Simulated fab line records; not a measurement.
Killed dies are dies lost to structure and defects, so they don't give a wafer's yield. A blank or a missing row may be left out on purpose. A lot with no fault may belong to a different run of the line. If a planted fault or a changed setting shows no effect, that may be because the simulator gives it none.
Which tool was responsible? | flow sky130 | 11 lots, 33 wafers sampled, at 5 steps of a route of 708

== WHAT THE GAUGES READ, wafer by wafer ==
SKY_CAPM_OVL_MEAS_12.
lot  | measured     | on         | CAPM_OVL (nm)
L695 | day 37 12:15 | overlay-01 | 0.9 0.0 0.5
L697 | day 38 19:28 | overlay-01 | -1.3 -0.6 -1.4
L698 | day 39 10:50 | overlay-01 | -0.1 -0.3 0.4
L701 | day 40 01:07 | overlay-02 | -2.5 -1.2 -1.3
L702 | day 40 12:23 | overlay-01 | -2.3 -1.1 -2.6
L703 | day 40 19:43 | overlay-02 | 2.3 2.4 1.9
L704 | day 40 19:51 | overlay-01 | 0.4 -1.5 -0.4
L710 | day 42 06:02 | overlay-02 | -2.7 -1.5 -1.4
L712 | day 42 19:53 | overlay-02 | -1.9 -1.4 -2.0
L714 | day 43 12:25 | overlay-01 | 0.6 -2.2 -0.5
L715 | day 43 20:05 | overlay-01 | 1.4 -1.1 -0.3

SKY_CAP2M_RS_MEAS_03: the measuring method here is four-point-probe.
lot  | measured     | on           | CAP2M_TIN_RS (ohm/sq)
L695 | day 39 19:26 | filmMetro-01 | 6.92 6.98 6.96
L697 | day 41 00:16 | filmMetro-03 | 6.89 6.93 6.89
L698 | day 41 15:44 | filmMetro-01 | 6.90 6.79 6.85
L701 | day 42 04:41 | filmMetro-03 | 6.96 6.93 6.87
L702 | day 42 16:10 | filmMetro-03 | 6.90 6.75 6.78
L703 | day 42 23:01 | filmMetro-03 | 6.95 6.84 6.83
L704 | day 42 23:28 | filmMetro-04 | 6.95 6.97 6.87
L710 | day 44 08:00 | filmMetro-01 | 6.73 6.81 6.69
L712 | day 44 21:04 | filmMetro-04 | 12.82 12.92 12.43 12.83 12.93 12.42
L714 | day 45 12:08 | filmMetro-04 | 12.77 13.34 12.95 12.77 13.32 12.97
L715 | day 45 19:39 | filmMetro-04 | 6.86 6.94 6.95

== WHAT TOOL EACH LOT RAN ON (gives the tool, then ch and the chambers of the sampled wafers, and finally the start) ==
lot  | SKY_METAL3_STRIP_19                 | SKY_CAP2M_CVD_00                | SKY_CAP2M_SPUTTER_02
L695 | plasmaAsher-01 ch 0,1, day 38 14:52 | pecvd-04 ch 0,1,2, day 39 19:13 | pvdSputter-02, day 39 19:17
L697 | plasmaAsher-03 ch 0,1, day 39 21:23 | pecvd-01 ch 0,1,2, day 41 00:04 | pvdSputter-02, day 41 00:09
L698 | plasmaAsher-03 ch 0,1, day 40 12:47 | pecvd-03 ch 0,1,2, day 41 15:33 | pvdSputter-02, day 41 15:38
L701 | plasmaAsher-04 ch 0,1, day 41 01:41 | pecvd-01 ch 1,2, day 42 04:28   | pvdSputter-01, day 42 04:33
L702 | plasmaAsher-03 ch 0,1, day 41 13:19 | pecvd-03 ch 0,2, day 42 15:58   | pvdSputter-01, day 42 16:03
L703 | plasmaAsher-04 ch 1, day 41 20:29   | pecvd-01 ch 0,1,2, day 42 22:49 | pvdSputter-04, day 42 22:54
L704 | plasmaAsher-04 ch 0,1, day 41 20:50 | pecvd-04 ch 1,2, day 42 23:16   | pvdSputter-02, day 42 23:20
L710 | plasmaAsher-03 ch 0,1, day 43 05:55 | pecvd-04 ch 1,2, day 44 07:49   | pvdSputter-01, day 44 07:53
L712 | plasmaAsher-04 ch 0,1, day 43 20:16 | pecvd-04 ch 1,2, day 44 20:52   | pvdSputter-01, day 44 20:58
L714 | plasmaAsher-04 ch 0,1, day 44 11:56 | pecvd-03 ch 0,1, day 45 11:55   | pvdSputter-01, day 45 12:01
L715 | plasmaAsher-01 ch 0,1, day 44 18:59 | pecvd-03 ch 0,2, day 45 19:26   | pvdSputter-02, day 45 19:32
- SKY_METAL3_STRIP_19: strips in O2/N2.
- SKY_CAP2M_CVD_00: deposits SiO2, target thk 15.5 nm.
- SKY_CAP2M_SPUTTER_02: material TiN, target thk 200 nm, time 166.7 s.

== AS READ BY THE TOOLS THEMSELVES (means over the sampled wafers that have a number; for cases with no such wafer, the mark the record gives instead) ==
SKY_METAL3_STRIP_19.
lot  | tool           | drypumpMotorCurrentA (A) | oesProductAu (a.u.) | stripTimeToEndpointS (s)
L695 | plasmaAsher-01 | 5.30                     | 0.516               | 6.78
L697 | plasmaAsher-03 | 5.03                     | 0.502               | 6.52
L698 | plasmaAsher-03 | 5.03                     | 0.506               | 6.69
L701 | plasmaAsher-04 | 5.40                     | 0.511               | 6.77
L702 | plasmaAsher-03 | 5.02                     | 0.509               | 6.68
L703 | plasmaAsher-04 | 5.61                     | 0.505               | 6.62
L704 | plasmaAsher-04 | 5.52                     | 0.513               | 6.74
L710 | plasmaAsher-03 | 5.03                     | 0.507               | 6.62
L712 | plasmaAsher-04 | 5.41                     | 0.512               | 6.77
L714 | plasmaAsher-04 | 5.53                     | 0.508               | 6.69
L715 | plasmaAsher-01 | 5.39                     | 0.513               | 6.75

SKY_CAP2M_CVD_00.
lot  | tool     | heaterPowerOuterW (W) | heaterPowerW (W) | rfFwdPowerW (W) | susceptorTempC (C)
L695 | pecvd-04 | 364                   | 658              | 441.6           | 399.95
L697 | pecvd-01 | 398                   | 658              | 443.1           | 400.06
L698 | pecvd-03 | 418                   | 714              | 443.1           | 400.07
L701 | pecvd-01 | 347                   | 605              | 443.5           | 399.85
L702 | pecvd-03 | 444                   | 742              | 441.1           | 399.88
L703 | pecvd-01 | 426                   | 715              | 443.2           | 400.06
L704 | pecvd-04 | 387                   | 678              | 441.4           | 399.82
L710 | pecvd-04 | 361                   | 652              | 440.2           | 400.13
L712 | pecvd-04 | 353                   | 632              | 440.2           | 399.71
L714 | pecvd-03 | 406                   | 695              | 441.0           | 399.87
L715 | pecvd-03 | 380                   | 671              | 441.9           | 399.86

SKY_CAP2M_SPUTTER_02.
lot  | tool          | cathodeDcPowerW (W) | susceptorTempC (C) | throttleValvePct (%)
L695 | pvdSputter-02 | 6500.7              | 299.97             | 30.7
L697 | pvdSputter-02 | 6500.5              | 300.16             | 30.8
L698 | pvdSputter-02 | 6501.4              | 300.13             | 29.6
L701 | pvdSputter-01 | 6499.9              | 299.99             | 30.4
L702 | pvdSputter-01 | 6500.2              | 299.83             | 30.4
L703 | pvdSputter-04 | 6498.9              | 300.05             | 28.6
L704 | pvdSputter-02 | 6499.5              | 299.95             | 30.5
L710 | pvdSputter-01 | 6500.2              | 300.14             | 30.3
L712 | pvdSputter-01 | 3516.6              | 300.02             | 29.8
L714 | pvdSputter-01 | 3516.6              | 299.96             | 30.3
L715 | pvdSputter-02 | 6499.3              | 300.18             | 29.5

== THE ANSWER, worked out from the rows above alone ==
Rule: the usual values come from the lots themselves. Put in order of their means at a reading, lots are off if they are a third of the lots or fewer, leave a main group of 4 or more, and stand apart from it by a gap of 3 or more times the standard deviation of the main group's means; of several such gaps the widest counts. A main group is skipped when, at the precision printed for the reading in the tables above, its means are all equal. Also off: a lot with no number at a reading for which 4 or more lots have one. Any other lot the step has rows for is counted as sound. The gauges are gone through in route order, then the tools' own readings, and for those a lot's mean is taken as printed above. The first step at which some lot is off is used, and at that step the reading that is off furthest; a lot without a number counts as furthest.
Off: L712, L714, seen at SKY_CAP2M_RS_MEAS_03 (CAP2M_TIN_RS). The main group has a mean of 6.88 ohm/sq with a standard deviation of 0.063.
If a tool, at a process step before that reading, ran all the lots that are off and no sound lot after the first of them, it fits. Not tried: the gauges at SKY_CAP2M_RS_MEAS_03; whatever is off there is also off at SKY_CAP2M_SPUTTER_02, on other tools, and gauge error can't account for it. This does not decide it: 2 tools fit, namely plasmaAsher-04 at SKY_METAL3_STRIP_19 and pvdSputter-01 at SKY_CAP2M_SPUTTER_02.

== WHAT WAS PUT IN BY THE SIMULATOR ==
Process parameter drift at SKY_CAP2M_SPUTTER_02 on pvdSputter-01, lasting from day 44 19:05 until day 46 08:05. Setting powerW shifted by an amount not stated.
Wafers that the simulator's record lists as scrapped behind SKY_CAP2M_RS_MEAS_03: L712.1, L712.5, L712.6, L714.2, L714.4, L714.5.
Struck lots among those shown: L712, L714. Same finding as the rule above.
